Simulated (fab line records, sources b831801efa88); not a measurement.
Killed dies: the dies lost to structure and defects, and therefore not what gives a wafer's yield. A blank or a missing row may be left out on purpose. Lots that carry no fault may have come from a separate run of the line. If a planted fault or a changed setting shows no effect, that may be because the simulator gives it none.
fab line records	flow sky130
record lots=10	wafers=30	last-day=50
route steps=708 shown SD_N@354 LI_CONTACT@384 LOCAL_INTERCONNECT@398 CAPM@539 PAD_OPEN@708
lots that met no fault: taken from a fault-free run of the same line
start-h: start of the lot's first displayed wafer, in hours after the record's first day	wait-h: hours from the lot's prior step to this one	" the same as in the row above	L1.1+2: several wafers, shown together as one row	- no value present, or no start provided	* or withheld: withheld	< > ~ a bound
route shown NAME@n: names a module that has steps shown in the file, with the first one's number in the route	usual: the fault-free wafers' mean and standard deviation	same: alike in all rows	chamber/n: place in a boat	sites: the reading at each site	_std_site: the standard deviation of these	_edge_site: inner sites' mean taken away from outer sites' mean	radius-mm: how far each site lies from the wafer's centre	mask NAME#n: copy n	behind: tool/chamber where the wafer was last shaped	hold: why the lot was held/for how many hours/how that ended	device: the n, p or np transistor that did not switch	end of line: tests run on the same wafers once the route is complete	step lacking rows: just its recipe	killed: not the wafer's yield, but the dies lost to structure and defects at the first sort	map: a wafer's dies, marking killed ones x, the rest . and places with no die _
set.NAME: the setting the step ran with; set.NAME@STEP: the setting that earlier step ran with	model.NAME: the simulator's own value behind a step, which no gauge read
the route's steps for a sample of lots (tables are steps, rows are wafers)
services: when a tool's chamber went out of use (start-h, in hours from the record's first day, below 0 if earlier), for how many hours, and the reason
## steps
# step SKY_SD_N_TW_MEAS_12
# usual SD_N_TW=3978/49
lot.wafer	tool	chamber	start-h	wait-h	SD_N_TW
L915.2	film-metro-01	-	676.45	0.1	3971
L915.3	"	-	"	"	3970
L915.4	"	-	"	"	3973
L919.1	film-metro-04	-	688.47	0.1	3896
L919.2	"	-	"	"	3884
L919.6	"	-	"	"	3897
L918.2	film-metro-01	-	688.60	0.1	3977
L918.3	"	-	"	"	3977
L918.5	"	-	"	"	3995
L920.4	film-metro-04	-	690.09	0.1	3908
L920.5	"	-	"	"	3917
L920.6	"	-	"	"	3890
L921.3	film-metro-03	-	699.28	0.1	3996
L921.4	"	-	"	"	4000
L921.5	"	-	"	"	4031
L922.1	film-metro-01	-	715.61	0.1	3978
L922.3	"	-	"	"	3981
L922.6	"	-	"	"	4005
L923.1	film-metro-01	-	719.36	0.1	4025
L923.3	"	-	"	"	4008
L923.4	"	-	"	"	4010
L929.2	film-metro-03	-	766.32	0.1	4021
L929.4	"	-	"	"	4026
L929.5	"	-	"	"	4006
L935.2	film-metro-01	-	810.22	0.1	4013
L935.3	"	-	"	"	4012
L935.6	"	-	"	"	4014
L938.2	film-metro-03	-	834.40	0.1	4008
L938.4	"	-	"	"	4002
L938.5	"	-	"	"	3983
# step SKY_LI_CONTACT_RS_MEAS_22
# recipe thk-meas-gauge=four-point-probe	reads=W_of_LI_CONTACT_CVD_21+TiN_of_LI_CONTACT_SPUTTER_20+Ti_of_LI_CONTACT_SPUTTER_19
# usual LI_CONTACT_W_RS=0.282/0.0032
lot.wafer	tool	chamber	start-h	wait-h	LI_CONTACT_W_RS[ohm/sq]
L915.2	film-metro-04	-	706.16	0.1	0.286
L915.3	"	-	"	"	0.280
L915.4	"	-	"	"	0.283
L919.1	film-metro-03	-	718.63	0.1	0.283
L919.2	"	-	"	"	0.282
L919.6	"	-	"	"	0.282
L918.2	film-metro-04	-	718.77	0.1	0.276
L918.3	"	-	"	"	0.278
L918.5	"	-	"	"	0.278
L920.4	film-metro-03	-	720.05	0.1	0.281
L920.5	"	-	"	"	0.283
L920.6	"	-	"	"	0.282
L921.3	film-metro-03	-	728.69	0.1	0.284
L921.4	"	-	"	"	0.287
L921.5	"	-	"	"	0.286
L922.1	film-metro-01	-	745.59	0.1	0.282
L922.3	"	-	"	"	0.288
L922.6	"	-	"	"	0.284
L923.1	film-metro-03	-	748.70	0.1	0.281
L923.3	"	-	"	"	0.278
L923.4	"	-	"	"	0.281
L929.2	film-metro-01	-	796.11	0.1	0.289
L929.4	"	-	"	"	0.287
L929.5	"	-	"	"	0.287
L935.2	film-metro-04	-	838.02	0.1	0.282
L935.3	"	-	"	"	0.281
L935.6	"	-	"	"	0.279
L938.2	film-metro-04	-	862.47	0.1	0.283
L938.4	"	-	"	"	0.285
L938.5	"	-	"	"	0.283
# step SKY_LOCAL_INTERCONNECT_CD_MEAS_11
# recipe target-cd-nm=170
# usual cd-nm=169.9/1.5
lot.wafer	tool	chamber	start-h	wait-h	cd-nm
L915.2	cd-sem-02	-	733.97	-	169.9
L915.3	"	-	"	"	170.7
L915.4	"	-	"	"	169.3
L919.1	cd-sem-02	-	746.84	-	171.4
L919.2	"	-	"	"	170.4
L919.6	"	-	"	"	170.7
L918.2	cd-sem-01	-	746.90	-	168.7
L918.3	"	-	"	"	170.4
L918.5	"	-	"	"	169.3
L920.4	cd-sem-01	-	747.91	-	169.7
L920.5	"	-	"	"	170.4
L920.6	"	-	"	"	169.9
L921.3	cd-sem-01	-	756.47	-	168.7
L921.4	"	-	"	"	169.4
L921.5	"	-	"	"	168.7
L922.1	cd-sem-02	-	772.95	-	171.1
L922.3	"	-	"	"	170.9
L922.6	"	-	"	"	171.0
L923.1	cd-sem-02	-	776.40	-	169.7
L923.3	"	-	"	"	169.5
L923.4	"	-	"	"	168.8
L929.2	cd-sem-01	-	823.10	-	168.4
L929.4	"	-	"	"	168.1
L929.5	"	-	"	"	167.6
L935.2	cd-sem-01	-	864.76	-	168.7
L935.3	"	-	"	"	169.8
L935.6	"	-	"	"	170.3
L938.2	cd-sem-02	-	889.06	-	171.7
L938.4	"	-	"	"	171.4
L938.5	"	-	"	"	171.3
# step SKY_CAPM_SPUTTER_02
# recipe material=TiN	target-thk-nm=200	temp-c=300	power-w=6500	time-s=166.7	chamber-pressure-pa=0.4
# usual throttle-valve-pct=29.8/1.3
lot.wafer	tool	chamber	start-h	wait-h	throttle-valve-pct
L915.2	pvd-sputter-04	-	875.16	0.0	30.4
L915.3	"	-	"	"	28.2
L915.4	"	-	"	"	32.0
L919.1	pvd-sputter-03	-	888.77	0.1	31.2
L919.2	"	-	"	"	30.0
L919.6	"	-	"	"	29.6
L918.2	pvd-sputter-01	-	889.57	0.0	30.0
L918.3	"	-	"	"	31.4
L918.5	"	-	"	"	28.4
L920.4	pvd-sputter-01	-	890.50	0.0	28.0
L920.5	"	-	"	"	30.2
L920.6	"	-	"	"	27.9
L921.3	pvd-sputter-01	-	897.21	0.0	28.6
L921.4	"	-	"	"	30.3
L921.5	"	-	"	"	31.3
L922.1	pvd-sputter-03	-	913.34	0.1	31.3
L922.3	"	-	"	"	29.3
L922.6	"	-	"	"	29.6
L923.1	pvd-sputter-03	-	917.48	0.1	29.6
L923.3	"	-	"	"	29.8
L923.4	"	-	"	"	28.4
L929.2	pvd-sputter-01	-	958.90	0.0	31.3
L929.4	"	-	"	"	28.1
L929.5	"	-	"	"	30.3
L935.2	pvd-sputter-04	-	998.62	0.0	31.2
L935.3	"	-	"	"	28.3
L935.6	"	-	"	"	32.4
L938.2	pvd-sputter-03	-	1019.71	0.0	31.1
L938.4	"	-	"	"	29.5
L938.5	"	-	"	"	31.3
# step SKY_CAPM_RS_MEAS_03
# recipe thk-meas-gauge=four-point-probe	reads=TiN_of_CAPM_SPUTTER_02
# usual CAPM_TIN_RS=6.90/0.077
lot.wafer	tool	chamber	start-h	wait-h	CAPM_TIN_RS[ohm/sq]
L915.2	film-metro-02	-	875.29	0.1	6.88
L915.3	"	-	"	"	6.85
L915.4	"	-	"	"	6.90
L919.1	film-metro-02	-	888.87	0.1	6.74
L919.2	"	-	"	"	6.82
L919.6	"	-	"	"	6.79
L918.2	film-metro-03	-	889.70	0.1	6.94
L918.3	"	-	"	"	6.90
L918.5	"	-	"	"	6.97
L920.4	film-metro-03	-	890.66	0.1	6.94
L920.5	"	-	"	"	6.95
L920.6	"	-	"	"	6.93
L921.3	film-metro-02	-	897.36	0.1	6.95
L921.4	"	-	"	"	6.98
L921.5	"	-	"	"	6.90
L922.1	film-metro-01	-	913.45	0.1	6.84
L922.3	"	-	"	"	6.83
L922.6	"	-	"	"	6.93
L923.1	film-metro-03	-	917.59	0.1	6.93
L923.3	"	-	"	"	6.92
L923.4	"	-	"	"	6.89
L929.2	film-metro-02	-	959.02	0.1	6.80
L929.4	"	-	"	"	6.58
L929.5	"	-	"	"	6.90
L935.2	film-metro-01	-	998.75	0.1	6.78
L935.3	"	-	"	"	6.88
L935.6	"	-	"	"	6.79
L938.2	film-metro-01	-	1019.84	0.1	6.92
L938.4	"	-	"	"	6.91
L938.5	"	-	"	"	6.99
# step SKY_CAPM_THK_MEAS_04
# recipe thk-meas-gauge=xrf	reads=TiN_of_CAPM_SPUTTER_02
# usual CAPM_TIN_THK=200.7/2.2
lot.wafer	tool	chamber	start-h	wait-h	CAPM_TIN_THK[nm]
L915.2	film-metro-02	-	875.40	0.1	201.9
L915.3	"	-	"	"	202.3
L915.4	"	-	"	"	200.5
L919.1	film-metro-02	-	888.99	0.1	205.8
L919.2	"	-	"	"	203.2
L919.6	"	-	"	"	203.7
L918.2	film-metro-03	-	889.81	0.1	199.0
L918.3	"	-	"	"	200.0
L918.5	"	-	"	"	198.3
L920.4	film-metro-03	-	890.75	0.1	199.3
L920.5	"	-	"	"	198.1
L920.6	"	-	"	"	198.4
L921.3	film-metro-02	-	897.46	0.1	200.2
L921.4	"	-	"	"	198.6
L921.5	"	-	"	"	201.3
L922.1	film-metro-01	-	913.57	0.1	202.9
L922.3	"	-	"	"	203.9
L922.6	"	-	"	"	201.1
L923.1	film-metro-03	-	917.71	0.1	199.3
L923.3	"	-	"	"	200.5
L923.4	"	-	"	"	200.6
L929.2	film-metro-02	-	959.13	0.1	204.4
L929.4	"	-	"	"	210.8
L929.5	"	-	"	"	200.7
L935.2	film-metro-01	-	998.86	0.1	204.3
L935.3	"	-	"	"	201.6
L935.6	"	-	"	"	203.9
L938.2	film-metro-01	-	1019.95	0.1	200.8
L938.4	"	-	"	"	201.1
L938.5	"	-	"	"	199.6
# step SKY_CAPM_METAL_ETCH_13
# recipe target-depth-nm=220	stop-on=SiO2	chemistry=Cl2/BCl3	target=TiN	pressure-mtorr=10	icp-w=900	bias-w=48.5	Cl2_flow_sccm=60	bcl3-flow-sccm=30	time-s=62.9
# usual chamber-pressure-mTorr=9.999/0.009	drypump-motor-current-A=5.85/0.27	oes-product-au=0.941/0.008	throttle-valve-pct=21.902/0.009
lot.wafer	tool	chamber	start-h	wait-h	chamber-pressure-mTorr	drypump-motor-current-A	oes-product-au	rf-hours-counter-h	throttle-valve-pct
L915.2	rie-metal-04	0	900.19	0.0	9.984	5.93	0.942	13	21.885
L915.3	"	1	"	"	9.996	6.17	0.946	-	21.886
L915.4	"	0	"	"	10.005	5.92	0.944	-	21.923
L919.1	rie-metal-04	1	913.62	0.0	9.992	6.20	0.957	5	21.893
L919.2	"	0	"	"	10.002	5.91	0.943	13	21.904
L919.6	"	0	"	"	10.011	5.92	0.947	-	21.899
L918.2	rie-metal-03	0	914.52	0.0	10.003	6.19	0.943	10	21.890
L918.3	"	0	"	"	10.006	6.19	0.931	-	21.891
L918.5	"	1	"	"	10.000	5.64	0.929	-	21.912
L920.4	rie-metal-02	0	915.72	0.0	10.001	5.61	0.935	-	21.902
L920.5	"	0	"	"	9.980	5.60	0.940	-	21.905
L920.6	"	1	"	"	9.982	5.57	0.938	-	21.902
L921.3	rie-metal-02	0	922.56	0.0	9.979	5.53	0.937	-	21.898
L921.4	"	1	"	"	10.011	5.58	0.931	-	21.925
L921.5	"	0	"	"	9.996	5.59	0.945	-	21.893
L922.1	rie-metal-02	1	937.57	0.0	10.002	5.55	0.947	11	21.902
L922.3	"	0	"	"	9.999	5.61	0.952	-	21.885
L922.6	"	1	"	"	9.992	5.56	0.933	-	21.915
L923.1	rie-metal-03	1	941.94	0.0	10.012	5.66	0.940	18	21.901
L923.3	"	1	"	"	10.003	5.66	0.939	-	21.910
L923.4	"	0	"	"	10.021	6.19	0.944	-	21.893
L929.2	rie-metal-03	1	982.72	0.0	10.007	5.63	0.940	19	21.903
L929.4	"	0	"	"	9.995	6.18	0.974	-	21.874
L929.5	"	0	"	"	9.989	6.20	0.944	-	21.892
L935.2	rie-metal-03	0	1022.14	0.0	9.986	6.20	0.946	17	21.905
L935.3	"	1	"	"	9.996	5.64	0.943	-	21.901
L935.6	"	0	"	"	10.001	6.18	0.949	-	21.888
L938.2	rie-metal-03	0	1041.77	0.0	9.989	6.20	0.942	-	21.914
L938.4	"	0	"	"	10.001	6.20	0.951	-	21.903
L938.5	"	0	"	"	9.998	6.17	0.937	-	21.897
# step SKY_PAD_OPEN_PROBE_99
# usual defect-limited-yield=82.5/1.8	killed_at_M0_to_M3=44/7.1	killed_at_M4_up=3.0/1.9	killed-at-contacts=25/5.6	killed-at-front-end=14/4.1	killed-at-other=0.2/0.44	killed-dies=86/9.1	killed-open=47/7.4	killed-short=39/5.7	sort_bin_3_pad_short=0.9/0.37	sort_bin_5_function=10.3/1.6	sort_bin_6_memory=6.3/1.1	sort-n-pass=406/9.1	sort-yield-pct=82.5/1.8
# same gross-dies=492	killed-at-back-side=0	sort_bin_4_leakage[%]=0	sort_bin_8_speed[%]=0
lot.wafer	tool	chamber	start-h	wait-h	defect-limited-yield[%]	killed_at_M0_to_M3	killed_at_M4_up	killed-at-contacts	killed-at-front-end	killed-at-other	killed-dies	killed-open	killed-short	sort_bin_3_pad_short[%]	sort_bin_5_function[%]	sort_bin_6_memory[%]	sort-n-pass	sort-yield-pct[%]
L929.2	prober-01	-	1160.72	0.1	85.0	38	3	23	10	0	74	40	34	0.6	7.5	6.9	418	85.0
L929.4	prober-01	-	1160.82	0.2	82.9	41	4	20	19	0	84	45	39	1.4	11.0	4.7	408	82.9
L929.5	prober-01	-	1160.87	0.2	81.7	40	6	35	9	0	90	46	44	0.6	10.8	6.9	402	81.7
# killed by level:class
L929.2 CONTACT:geometric-particle:open=14 METAL1:geometric-particle:short=7 VIA1:geometric-particle:open=6 VIA3:geometric-particle:open=6 FIELD_ISO:geometric-particle:open=4 VIA2:geometric-particle:short=4 VIA2:geometric-particle:open=4 FIELD_ISO:geometric-particle:short=3
L929.4 VIA1:geometric-particle:open=11 FIELD_ISO:geometric-particle:open=7 LI_CONTACT:geometric-particle:open=7 FIELD_ISO:geometric-particle:short=6 METAL1:geometric-particle:short=5 CONTACT:geometric-particle:short=5 VIA2:geometric-particle:open=5 CONTACT:geometric-particle:open=4
L929.5 VIA1:geometric-particle:open=12 LI_CONTACT:geometric-particle:open=11 CONTACT:geometric-particle:open=11 VIA1:geometric-particle:short=8 LOCAL_INTERCONNECT:geometric-particle:short=7 VIA3:geometric-particle:open=6 CONTACT:geometric-particle:short=5 FIELD_ISO:geometric-particle:short=4
## services
tool	chamber	start-h	hours	kind
pvd-sputter-03	-	854.84	0.6	repair
rie-metal-02	-	879.81	4.3	pm
pvd-sputter-03	1	879.86	-	consumable-replace:kit
pvd-sputter-03	1	879.86	18.0	scheduled-down
pvd-sputter-03	1	879.86	18.0	vent-cycle
pvd-sputter-04	-	880.64	1.4	repair
pvd-sputter-03	-	918.33	2.0	repair
pvd-sputter-04	3	919.01	-	consumable-replace:kit
pvd-sputter-04	3	919.01	18.0	scheduled-down
pvd-sputter-04	3	919.01	18.0	vent-cycle
rie-metal-02	0	937.97	-	clean
rie-metal-02	0	937.97	21.0	scheduled-down
rie-metal-02	0	937.97	21.0	vent-cycle
pvd-sputter-01	-	943.34	2.3	repair
rie-metal-04	1	969.73	2.2	repair
rie-metal-02	1	982.82	27.2	repair
pvd-sputter-01	-	1017.12	0.7	repair
pvd-sputter-04	-	1019.67	1.4	repair
rie-metal-04	0	1019.72	12.8	repair
pvd-sputter-04	-	1024.70	1.5	repair
rie-metal-03	1	1033.45	-	clean
rie-metal-03	1	1033.45	27.7	scheduled-down
rie-metal-03	1	1033.45	27.7	vent-cycle
pvd-sputter-01	-	1035.62	8.8	repair
## key
first-sign step=SKY_CAPM_RS_MEAS_03	reading=CAPM_TIN_RS	direction=down	sigmas=4.2	usual=6.90	struck=6.58
effect step=SKY_CAPM_THK_MEAS_04	reading=CAPM_TIN_THK	direction=up	sigmas=4.6	usual=200.7	struck=210.8
effect step=SKY_CAPM_METAL_ETCH_13	reading=oes-product-au	direction=up	sigmas=4	usual=0.941	struck=0.974
met-at SKY_CAPM_SPUTTER_02
struck-lots L929
struck-wafers L929.4
not-acting-at SKY_SD_N_TW_MEAS_12,SKY_LI_CONTACT_RS_MEAS_22,SKY_LOCAL_INTERCONNECT_CD_MEAS_11
onset-between 890.50 958.90
fault kind=process-parameter-drift	tool=pvd-sputter-01	chamber=-	onset-h=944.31	steps=SKY_CAPM_SPUTTER_02	channel=target-thk-nm	offset=12.329	shape=step	end-h=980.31	acts-in=these-recipes-only	stated=200	scope=struck-wafers-only
